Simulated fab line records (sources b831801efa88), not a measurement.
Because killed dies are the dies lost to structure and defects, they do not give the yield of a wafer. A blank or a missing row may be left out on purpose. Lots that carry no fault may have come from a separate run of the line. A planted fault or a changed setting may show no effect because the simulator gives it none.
fab line records / flow sky130 / part 2 of 2: steps 27 to 36 of 36
[record] lots = 5 wafers = 15 lastDay = 50
route steps=708 shown DNWELL@44 PWDE@45 NWELL@56
lots that met no fault: from a run of the same line without faults
startH: hours from the record's first day to the start of the lot's first wafer shown / waitH: hours from the lot's prior step to this one / " repeats the value in the row above / L1.1+2: several wafers, shown together as one row / - no value, or no start was given / * or withheld: withheld / < > ~ a bound
route shown NAME@n: names a module that has steps shown in the file, with the first one's number in the route / usual: mean and standard deviation over wafers with no fault / same: alike in all rows / chamber/n: place in a boat / sites: per-site readings / _std_site: how widely they spread, as a standard deviation / _edge_site: inner sites' mean taken away from outer sites' mean / radiusMm: for every site, how far away it sits from the centre of the wafer / mask NAME#n: copy n / behind: the most recent tool/chamber to have shaped the wafer / hold: cause of the lot's hold/its duration in hours/its outcome / device: the n, p or np transistor that did not switch / end of line: the route-end tests of the same wafers / a step given without rows: its recipe and nothing more / killed: dies lost to structure and defects at the first sort, not the wafer's yield / map: a wafer's dies, x killed, . not, _ none there
set.NAME: the setting that was run; set.NAME@STEP: the one run at that earlier step / model.NAME: the simulator's own value behind a step, which no gauge read
certain route steps with their lots: each step a table, each wafer a row
services: a tool's chamber out of use, with start hour (startH, from the record's first day; less than 0 if before it), hours out, and reason
[[steps]]
[step SKY_NWELL_HMDS_17]
[recipe] primeTimeS = 60 primeTempC = 120
[usual] resistLineTempC = 23.05/0.11
lot.wafer=L074.2 tool=lithoTrack-01 chamber=0 startH=116.58 waitH=0.1 resistLineTempC=22.97
lot.wafer=L074.4 tool=lithoTrack-01 chamber=0 startH=116.58 waitH=0.1 resistLineTempC=22.96
lot.wafer=L074.5 tool=lithoTrack-01 chamber=0 startH=116.58 waitH=0.1 resistLineTempC=22.99
lot.wafer=L078.2 tool=lithoTrack-04 chamber=0 startH=142.82 waitH=0.1 resistLineTempC=23.08
lot.wafer=L078.3 tool=lithoTrack-04 chamber=0 startH=142.82 waitH=0.1 resistLineTempC=23.14
lot.wafer=L078.6 tool=lithoTrack-04 chamber=0 startH=142.82 waitH=0.1 resistLineTempC=23.05
lot.wafer=L079.2 tool=lithoTrack-01 chamber=0 startH=143.18 waitH=0.1 resistLineTempC=23.03
lot.wafer=L079.3 tool=lithoTrack-01 chamber=0 startH=143.18 waitH=0.1 resistLineTempC=22.89
lot.wafer=L079.6 tool=lithoTrack-01 chamber=0 startH=143.18 waitH=0.1 resistLineTempC=22.89
lot.wafer=L093.2 tool=lithoTrack-03 chamber=0 startH=209.57 waitH=0.1 resistLineTempC=22.97
lot.wafer=L093.3 tool=lithoTrack-03 chamber=0 startH=209.57 waitH=0.1 resistLineTempC=22.91
lot.wafer=L093.6 tool=lithoTrack-03 chamber=0 startH=209.57 waitH=0.1 resistLineTempC=23.10
lot.wafer=L097.3 tool=lithoTrack-01 chamber=0 startH=233.35 waitH=0.1 resistLineTempC=23.12
lot.wafer=L097.4 tool=lithoTrack-01 chamber=0 startH=233.35 waitH=0.1 resistLineTempC=23.12
lot.wafer=L097.5 tool=lithoTrack-01 chamber=0 startH=233.35 waitH=0.1 resistLineTempC=23.11
[step SKY_NWELL_COAT_18]
[recipe] spinRpm = 2000 resistThkNm = 3000
[usual] resistLineTempC = 23.02/0.1
lot.wafer=L074.2 tool=lithoTrack-01 chamber=0 startH=116.73 waitH=0.1 resistLineTempC=23.02
lot.wafer=L074.4 tool=lithoTrack-01 chamber=0 startH=116.73 waitH=0.1 resistLineTempC=23.00
lot.wafer=L074.5 tool=lithoTrack-01 chamber=0 startH=116.73 waitH=0.1 resistLineTempC=22.95
lot.wafer=L078.2 tool=lithoTrack-04 chamber=0 startH=142.97 waitH=0.1 resistLineTempC=22.96
lot.wafer=L078.3 tool=lithoTrack-04 chamber=0 startH=142.97 waitH=0.1 resistLineTempC=22.88
lot.wafer=L078.6 tool=lithoTrack-04 chamber=0 startH=142.97 waitH=0.1 resistLineTempC=22.93
lot.wafer=L079.2 tool=lithoTrack-01 chamber=0 startH=143.33 waitH=0.1 resistLineTempC=23.05
lot.wafer=L079.3 tool=lithoTrack-01 chamber=0 startH=143.33 waitH=0.1 resistLineTempC=22.96
lot.wafer=L079.6 tool=lithoTrack-01 chamber=0 startH=143.33 waitH=0.1 resistLineTempC=23.15
lot.wafer=L093.2 tool=lithoTrack-03 chamber=0 startH=209.72 waitH=0.1 resistLineTempC=23.01
lot.wafer=L093.3 tool=lithoTrack-03 chamber=0 startH=209.72 waitH=0.1 resistLineTempC=23.04
lot.wafer=L093.6 tool=lithoTrack-03 chamber=0 startH=209.72 waitH=0.1 resistLineTempC=23.08
lot.wafer=L097.3 tool=lithoTrack-01 chamber=0 startH=233.50 waitH=0.1 resistLineTempC=22.90
lot.wafer=L097.4 tool=lithoTrack-01 chamber=0 startH=233.50 waitH=0.1 resistLineTempC=22.90
lot.wafer=L097.5 tool=lithoTrack-01 chamber=0 startH=233.50 waitH=0.1 resistLineTempC=22.98
[step SKY_NWELL_SOFTBAKE_19]
[recipe] tempC = 110 timeS = withheld
[usual] resistLineTempC = 23.00/0.12
lot.wafer=L074.2 tool=lithoTrack-01 chamber=0 startH=116.89 waitH=0.1 resistLineTempC=22.98
lot.wafer=L074.4 tool=lithoTrack-01 chamber=0 startH=116.89 waitH=0.1 resistLineTempC=23.04
lot.wafer=L074.5 tool=lithoTrack-01 chamber=0 startH=116.89 waitH=0.1 resistLineTempC=22.95
lot.wafer=L078.2 tool=lithoTrack-04 chamber=0 startH=143.13 waitH=0.1 resistLineTempC=22.96
lot.wafer=L078.3 tool=lithoTrack-04 chamber=0 startH=143.13 waitH=0.1 resistLineTempC=22.97
lot.wafer=L078.6 tool=lithoTrack-04 chamber=0 startH=143.13 waitH=0.1 resistLineTempC=22.98
lot.wafer=L079.2 tool=lithoTrack-01 chamber=0 startH=143.49 waitH=0.1 resistLineTempC=22.93
lot.wafer=L079.3 tool=lithoTrack-01 chamber=0 startH=143.49 waitH=0.1 resistLineTempC=22.93
lot.wafer=L079.6 tool=lithoTrack-01 chamber=0 startH=143.49 waitH=0.1 resistLineTempC=22.96
lot.wafer=L093.2 tool=lithoTrack-03 chamber=0 startH=209.88 waitH=0.1 resistLineTempC=23.02
lot.wafer=L093.3 tool=lithoTrack-03 chamber=0 startH=209.88 waitH=0.1 resistLineTempC=22.94
lot.wafer=L093.6 tool=lithoTrack-03 chamber=0 startH=209.88 waitH=0.1 resistLineTempC=22.89
lot.wafer=L097.3 tool=lithoTrack-01 chamber=0 startH=233.67 waitH=0.1 resistLineTempC=23.11
lot.wafer=L097.4 tool=lithoTrack-01 chamber=0 startH=233.67 waitH=0.1 resistLineTempC=23.10
lot.wafer=L097.5 tool=lithoTrack-01 chamber=0 startH=233.67 waitH=0.1 resistLineTempC=23.07
[step SKY_NWELL_EXPOSE_20]
[recipe] maskId = NWM_COMPLEMENT na = 0.6 sourceShape = conventional sigmaOuter = 0.6 polarization = unpolarized targetCdNm = 840 doseMj = 260
[usual] focusOffsetNm = 0.1/0.51 stageVelMmS = 499.96/0.28
[same] na = 0.6 sigmaOuter = 0.6
lot.wafer=L074.2 tool=ilineStepper-01 chamber=0 startH=- waitH=- mask=NWM_COMPLEMENT#0 focusOffsetNm=-0.2 stageVelMmS=500.23
lot.wafer=L074.4 tool=ilineStepper-01 chamber=0 startH=- waitH=- mask=NWM_COMPLEMENT#0 focusOffsetNm=0.1 stageVelMmS=500.20
lot.wafer=L074.5 tool=ilineStepper-01 chamber=0 startH=- waitH=- mask=NWM_COMPLEMENT#0 focusOffsetNm=-0.4 stageVelMmS=500.53
lot.wafer=L078.2 tool=ilineStepper-01 chamber=0 startH=- waitH=- mask=NWM_COMPLEMENT#0 focusOffsetNm=0.8 stageVelMmS=499.80
lot.wafer=L078.3 tool=ilineStepper-01 chamber=0 startH=- waitH=- mask=NWM_COMPLEMENT#0 focusOffsetNm=0.1 stageVelMmS=499.68
lot.wafer=L078.6 tool=ilineStepper-01 chamber=0 startH=- waitH=- mask=NWM_COMPLEMENT#0 focusOffsetNm=0.2 stageVelMmS=500.01
lot.wafer=L079.2 tool=ilineStepper-02 chamber=0 startH=- waitH=- mask=NWM_COMPLEMENT#0 focusOffsetNm=-0.8 stageVelMmS=500.20
lot.wafer=L079.3 tool=ilineStepper-02 chamber=0 startH=- waitH=- mask=NWM_COMPLEMENT#0 focusOffsetNm=-0.5 stageVelMmS=500.14
lot.wafer=L079.6 tool=ilineStepper-02 chamber=0 startH=- waitH=- mask=NWM_COMPLEMENT#0 focusOffsetNm=-0.5 stageVelMmS=499.60
lot.wafer=L093.2 tool=ilineStepper-01 chamber=0 startH=- waitH=- mask=NWM_COMPLEMENT#0 focusOffsetNm=1.0 stageVelMmS=499.86
lot.wafer=L093.3 tool=ilineStepper-01 chamber=0 startH=- waitH=- mask=NWM_COMPLEMENT#0 focusOffsetNm=1.0 stageVelMmS=499.87
lot.wafer=L093.6 tool=ilineStepper-01 chamber=0 startH=- waitH=- mask=NWM_COMPLEMENT#0 focusOffsetNm=0.9 stageVelMmS=500.37
lot.wafer=L097.3 tool=ilineStepper-02 chamber=0 startH=- waitH=- mask=NWM_COMPLEMENT#0 focusOffsetNm=0.3 stageVelMmS=499.92
lot.wafer=L097.4 tool=ilineStepper-02 chamber=0 startH=- waitH=- mask=NWM_COMPLEMENT#0 focusOffsetNm=0.5 stageVelMmS=500.09
lot.wafer=L097.5 tool=ilineStepper-02 chamber=0 startH=- waitH=- mask=NWM_COMPLEMENT#0 focusOffsetNm=0.6 stageVelMmS=500.11
[step SKY_NWELL_PEB_21]
[recipe] tempC = 115 timeS = withheld
[usual] resistLineTempC = 22.98/0.11
lot.wafer=L074.2 tool=lithoTrack-03 chamber=0 startH=- waitH=- resistLineTempC=23.09
lot.wafer=L074.4 tool=lithoTrack-03 chamber=0 startH=- waitH=- resistLineTempC=22.94
lot.wafer=L074.5 tool=lithoTrack-03 chamber=0 startH=- waitH=- resistLineTempC=22.94
lot.wafer=L078.2 tool=lithoTrack-03 chamber=0 startH=- waitH=- resistLineTempC=23.02
lot.wafer=L078.3 tool=lithoTrack-03 chamber=0 startH=- waitH=- resistLineTempC=23.05
lot.wafer=L078.6 tool=lithoTrack-03 chamber=0 startH=- waitH=- resistLineTempC=23.11
lot.wafer=L079.2 tool=lithoTrack-01 chamber=0 startH=- waitH=- resistLineTempC=22.94
lot.wafer=L079.3 tool=lithoTrack-01 chamber=0 startH=- waitH=- resistLineTempC=22.71
lot.wafer=L079.6 tool=lithoTrack-01 chamber=0 startH=- waitH=- resistLineTempC=23.06
lot.wafer=L093.2 tool=lithoTrack-01 chamber=0 startH=- waitH=- resistLineTempC=22.95
lot.wafer=L093.3 tool=lithoTrack-01 chamber=0 startH=- waitH=- resistLineTempC=23.18
lot.wafer=L093.6 tool=lithoTrack-01 chamber=0 startH=- waitH=- resistLineTempC=23.03
lot.wafer=L097.3 tool=lithoTrack-04 chamber=0 startH=- waitH=- resistLineTempC=22.95
lot.wafer=L097.4 tool=lithoTrack-04 chamber=0 startH=- waitH=- resistLineTempC=22.93
lot.wafer=L097.5 tool=lithoTrack-04 chamber=0 startH=- waitH=- resistLineTempC=22.83
[step SKY_NWELL_DEVELOP_22]
[recipe] wallAngleDeg = 90 developer = TMAH developTimeS = 60 devTempC = 23
[usual] resistLineTempC = 23.01/0.11
lot.wafer=L074.2 tool=lithoTrack-03 chamber=0 startH=- waitH=- resistLineTempC=22.92
lot.wafer=L074.4 tool=lithoTrack-03 chamber=0 startH=- waitH=- resistLineTempC=22.81
lot.wafer=L074.5 tool=lithoTrack-03 chamber=0 startH=- waitH=- resistLineTempC=23.01
lot.wafer=L078.2 tool=lithoTrack-03 chamber=0 startH=- waitH=- resistLineTempC=23.13
lot.wafer=L078.3 tool=lithoTrack-03 chamber=0 startH=- waitH=- resistLineTempC=23.09
lot.wafer=L078.6 tool=lithoTrack-03 chamber=0 startH=- waitH=- resistLineTempC=23.07
lot.wafer=L079.2 tool=lithoTrack-01 chamber=0 startH=- waitH=- resistLineTempC=22.94
lot.wafer=L079.3 tool=lithoTrack-01 chamber=0 startH=- waitH=- resistLineTempC=22.96
lot.wafer=L079.6 tool=lithoTrack-01 chamber=0 startH=- waitH=- resistLineTempC=23.01
lot.wafer=L093.2 tool=lithoTrack-01 chamber=0 startH=- waitH=- resistLineTempC=23.10
lot.wafer=L093.3 tool=lithoTrack-01 chamber=0 startH=- waitH=- resistLineTempC=22.93
lot.wafer=L093.6 tool=lithoTrack-01 chamber=0 startH=- waitH=- resistLineTempC=22.89
lot.wafer=L097.3 tool=lithoTrack-04 chamber=0 startH=- waitH=- resistLineTempC=23.10
lot.wafer=L097.4 tool=lithoTrack-04 chamber=0 startH=- waitH=- resistLineTempC=23.14
lot.wafer=L097.5 tool=lithoTrack-04 chamber=0 startH=- waitH=- resistLineTempC=23.02
[step SKY_NWELL_OVL_MEAS_23]
[usual] NWELL_01_OVL = -0.2/1.3
lot.wafer=L074.2 tool=overlay-02 chamber=- startH=125.75 waitH=- NWELL_01_OVL[nm]=1.0
lot.wafer=L074.4 tool=overlay-02 chamber=- startH=125.75 waitH=- NWELL_01_OVL[nm]=0.3
lot.wafer=L074.5 tool=overlay-02 chamber=- startH=125.75 waitH=- NWELL_01_OVL[nm]=-2.2
lot.wafer=L078.2 tool=overlay-01 chamber=- startH=153.55 waitH=- NWELL_01_OVL[nm]=0.6
lot.wafer=L078.3 tool=overlay-01 chamber=- startH=153.55 waitH=- NWELL_01_OVL[nm]=0.3
lot.wafer=L078.6 tool=overlay-01 chamber=- startH=153.55 waitH=- NWELL_01_OVL[nm]=-0.3
lot.wafer=L079.2 tool=overlay-01 chamber=- startH=154.21 waitH=- NWELL_01_OVL[nm]=-1.5
lot.wafer=L079.3 tool=overlay-01 chamber=- startH=154.21 waitH=- NWELL_01_OVL[nm]=0.7
lot.wafer=L079.6 tool=overlay-01 chamber=- startH=154.21 waitH=- NWELL_01_OVL[nm]=0.4
lot.wafer=L093.2 tool=overlay-02 chamber=- startH=221.11 waitH=- NWELL_01_OVL[nm]=-2.2
lot.wafer=L093.3 tool=overlay-02 chamber=- startH=221.11 waitH=- NWELL_01_OVL[nm]=-0.8
lot.wafer=L093.6 tool=overlay-02 chamber=- startH=221.11 waitH=- NWELL_01_OVL[nm]=-0.1
lot.wafer=L097.3 tool=overlay-01 chamber=- startH=245.21 waitH=- NWELL_01_OVL[nm]=1.2
lot.wafer=L097.4 tool=overlay-01 chamber=- startH=245.21 waitH=- NWELL_01_OVL[nm]=1.6
lot.wafer=L097.5 tool=overlay-01 chamber=- startH=245.21 waitH=- NWELL_01_OVL[nm]=1.6
[step SKY_NWELL_IMPLANT_24]
[recipe] species = B energyKev = 140 doseCm2 = 9.2e+12 tiltDeg = withheld
lot.wafer=L074.2+4+5 tool=implanter-04 chamber=0 startH=125.81 waitH=0.0
lot.wafer=L078.2+3+6 tool=implanter-04 chamber=0 startH=153.61 waitH=0.0
lot.wafer=L079.2+3+6 tool=implanter-03 chamber=0 startH=154.27 waitH=0.0
lot.wafer=L093.2+3+6 tool=implanter-01 chamber=0 startH=221.16 waitH=0.0
lot.wafer=L097.3+4+5 tool=implanter-03 chamber=0 startH=245.28 waitH=0.1
[step SKY_NWELL_STRIP_25]
[recipe] chemistry = O2/N2 powerW = 1400 pressureMtorr = 1500 platenTempC = withheld o2FlowSccm = 3000 n2FlowSccm = 300 overashFraction = 0.5
[usual] chamberPressureMTorr = 1499.9/1.3 drypumpMotorCurrentA = 5.7/0.41 oesProductAu = 0.723/0.0046 stripTimeToEndpointS = 37.00/0.13
lot.wafer=L074.2 tool=plasmaAsher-04 chamber=0 startH=125.93 waitH=0.1 chamberPressureMTorr=1498.2 drypumpMotorCurrentA=5.2 oesProductAu=0.724 rfHoursCounterH=47 stripTimeToEndpointS=37.01
lot.wafer=L074.4 tool=plasmaAsher-04 chamber=1 startH=125.93 waitH=0.1 chamberPressureMTorr=1500.1 drypumpMotorCurrentA=6.0 oesProductAu=0.727 rfHoursCounterH=- stripTimeToEndpointS=37.03
lot.wafer=L074.5 tool=plasmaAsher-04 chamber=0 startH=125.93 waitH=0.1 chamberPressureMTorr=1498.9 drypumpMotorCurrentA=5.2 oesProductAu=0.724 rfHoursCounterH=- stripTimeToEndpointS=37.14
lot.wafer=L078.2 tool=plasmaAsher-01 chamber=1 startH=153.73 waitH=0.1 chamberPressureMTorr=1499.0 drypumpMotorCurrentA=6.2 oesProductAu=0.724 rfHoursCounterH=48 stripTimeToEndpointS=36.92
lot.wafer=L078.3 tool=plasmaAsher-01 chamber=0 startH=153.73 waitH=0.1 chamberPressureMTorr=1499.3 drypumpMotorCurrentA=5.3 oesProductAu=0.723 rfHoursCounterH=- stripTimeToEndpointS=36.94
lot.wafer=L078.6 tool=plasmaAsher-01 chamber=1 startH=153.73 waitH=0.1 chamberPressureMTorr=1499.7 drypumpMotorCurrentA=6.2 oesProductAu=0.724 rfHoursCounterH=- stripTimeToEndpointS=36.95
lot.wafer=L079.2 tool=plasmaAsher-01 chamber=1 startH=154.39 waitH=0.1 chamberPressureMTorr=1499.8 drypumpMotorCurrentA=6.2 oesProductAu=0.715 rfHoursCounterH=48 stripTimeToEndpointS=37.03
lot.wafer=L079.3 tool=plasmaAsher-01 chamber=0 startH=154.39 waitH=0.1 chamberPressureMTorr=1499.3 drypumpMotorCurrentA=5.2 oesProductAu=0.722 rfHoursCounterH=- stripTimeToEndpointS=37.08
lot.wafer=L079.6 tool=plasmaAsher-01 chamber=1 startH=154.39 waitH=0.1 chamberPressureMTorr=1498.8 drypumpMotorCurrentA=6.2 oesProductAu=0.720 rfHoursCounterH=- stripTimeToEndpointS=37.07
lot.wafer=L093.2 tool=plasmaAsher-03 chamber=0 startH=221.29 waitH=0.1 chamberPressureMTorr=1499.0 drypumpMotorCurrentA=6.1 oesProductAu=0.718 rfHoursCounterH=41 stripTimeToEndpointS=36.89
lot.wafer=L093.3 tool=plasmaAsher-03 chamber=1 startH=221.29 waitH=0.1 chamberPressureMTorr=1501.3 drypumpMotorCurrentA=5.6 oesProductAu=0.726 rfHoursCounterH=- stripTimeToEndpointS=36.95
lot.wafer=L093.6 tool=plasmaAsher-03 chamber=1 startH=221.29 waitH=0.1 chamberPressureMTorr=1499.2 drypumpMotorCurrentA=5.6 oesProductAu=0.727 rfHoursCounterH=- stripTimeToEndpointS=36.83
lot.wafer=L097.3 tool=plasmaAsher-04 chamber=0 startH=245.42 waitH=0.1 chamberPressureMTorr=1500.6 drypumpMotorCurrentA=5.2 oesProductAu=0.724 rfHoursCounterH=- stripTimeToEndpointS=37.04
lot.wafer=L097.4 tool=plasmaAsher-04 chamber=1 startH=245.42 waitH=0.1 chamberPressureMTorr=1501.8 drypumpMotorCurrentA=6.0 oesProductAu=0.725 rfHoursCounterH=- stripTimeToEndpointS=36.96
lot.wafer=L097.5 tool=plasmaAsher-04 chamber=1 startH=245.42 waitH=0.1 chamberPressureMTorr=1499.2 drypumpMotorCurrentA=6.0 oesProductAu=0.718 rfHoursCounterH=- stripTimeToEndpointS=37.06
[step SKY_NWELL_TW_MEAS_26]
[usual] NWELL_2_TW = 498/5
lot.wafer=L074.2 tool=filmMetro-03 chamber=- startH=126.04 waitH=0.1 NWELL_2_TW=496
lot.wafer=L074.4 tool=filmMetro-03 chamber=- startH=126.04 waitH=0.1 NWELL_2_TW=494
lot.wafer=L074.5 tool=filmMetro-03 chamber=- startH=126.04 waitH=0.1 NWELL_2_TW=496
lot.wafer=L078.2 tool=filmMetro-03 chamber=- startH=153.84 waitH=0.1 NWELL_2_TW=496
lot.wafer=L078.3 tool=filmMetro-03 chamber=- startH=153.84 waitH=0.1 NWELL_2_TW=497
lot.wafer=L078.6 tool=filmMetro-03 chamber=- startH=153.84 waitH=0.1 NWELL_2_TW=499
lot.wafer=L079.2 tool=filmMetro-03 chamber=- startH=154.50 waitH=0.1 NWELL_2_TW=493
lot.wafer=L079.3 tool=filmMetro-03 chamber=- startH=154.50 waitH=0.1 NWELL_2_TW=496
lot.wafer=L079.6 tool=filmMetro-03 chamber=- startH=154.50 waitH=0.1 NWELL_2_TW=497
lot.wafer=L093.2 tool=filmMetro-04 chamber=- startH=221.40 waitH=0.1 NWELL_2_TW=506
lot.wafer=L093.3 tool=filmMetro-04 chamber=- startH=221.40 waitH=0.1 NWELL_2_TW=504
lot.wafer=L093.6 tool=filmMetro-04 chamber=- startH=221.40 waitH=0.1 NWELL_2_TW=506
lot.wafer=L097.3 tool=filmMetro-02 chamber=- startH=245.50 waitH=0.1 NWELL_2_TW=495
lot.wafer=L097.4 tool=filmMetro-02 chamber=- startH=245.50 waitH=0.1 NWELL_2_TW=494
lot.wafer=L097.5 tool=filmMetro-02 chamber=- startH=245.50 waitH=0.1 NWELL_2_TW=493
[[services]]
tool=plasmaAsher-01 chamber=- startH=66.28 hours=4.7 kind=repair
tool=implanter-02 chamber=- startH=67.74 hours=4.0 kind=pm
tool=implanter-03 chamber=- startH=71.12 hours=11.1 kind=pm
tool=implanter-02 chamber=- startH=85.70 hours=2.5 kind=pm
tool=implanter-03 chamber=- startH=93.66 hours=5.1 kind=pm
tool=implanter-02 chamber=- startH=99.37 hours=4.8 kind=repair
tool=implanter-01 chamber=- startH=132.81 hours=1.6 kind=pm
tool=implanter-02 chamber=- startH=144.55 hours=2.4 kind=repair
tool=implanter-01 chamber=- startH=161.22 hours=2.5 kind=repair
tool=implanter-01 chamber=- startH=165.19 hours=4.3 kind=pm
tool=ilineStepper-01 chamber=0 startH=168.17 hours=- kind=calibration
tool=ilineStepper-01 chamber=- startH=188.06 hours=1.7 kind=pm
tool=plasmaAsher-04 chamber=- startH=190.55 hours=5.1 kind=repair
tool=implanter-02 chamber=- startH=197.65 hours=108.1 kind=pm
tool=implanter-04 chamber=- startH=220.47 hours=3.0 kind=pm
tool=implanter-01 chamber=- startH=241.90 hours=0.9 kind=repair
